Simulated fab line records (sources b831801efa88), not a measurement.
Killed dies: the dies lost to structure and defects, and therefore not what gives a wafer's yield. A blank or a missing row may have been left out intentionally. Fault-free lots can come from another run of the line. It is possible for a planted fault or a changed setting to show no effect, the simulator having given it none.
Which tool was responsible? -- flow gf180mcu -- 12 lots, 36 wafers sampled, at 1 step of a route of 602

== WHAT THE GAUGES SHOWED, per wafer ==
GF_CONTACT_THK_MEAS_03.
lot,measured,on,CONTACT_CVD_02_THK (nm)
L075,day 15 09:07,filmMetro-03,863 873 865
L077,day 16 04:38,filmMetro-03,859 847 873
L079,day 17 00:43,filmMetro-01,845 852 859
L081,day 17 21:27,filmMetro-03,870 881 886
L083,day 18 06:45,filmMetro-04,847 854 868
L085,day 19 07:07,filmMetro-01,848 862 860
L087,day 19 17:14,filmMetro-01,869 861 874
L089,day 20 15:21,filmMetro-04,851 854 856
L091,day 21 06:57,filmMetro-03,878 880 879
L093,day 21 22:30,filmMetro-04,865 858 881
L095,day 22 14:11,filmMetro-03,856 882 867
L097,day 23 14:48,filmMetro-03,847 847 860

== WHICH TOOL RAN EACH LOT (tool, then ch and the chambers of the sampled wafers, then the start) ==
The record shows no process step preceding these readings.

== THE ANSWER, worked out from the rows above alone ==
Rule: the lots themselves supply what counts as usual. Put in order of their means at a reading, lots are off if they are a third of the lots or fewer, leave a main group of 4 or more, and stand apart from it by a gap of 3 or more times the standard deviation of the main group's means; of several such gaps the widest counts. Not used: any main group whose means are identical at the precision the tables above print for the reading. Also off: a lot with no number at a reading for which 4 or more lots have one. The other lots that the step has rows for count as sound.
Across all readings shown, no lot is off: no conclusion can be drawn from this.

== WHAT THE SIMULATOR HAD PUT IN ==
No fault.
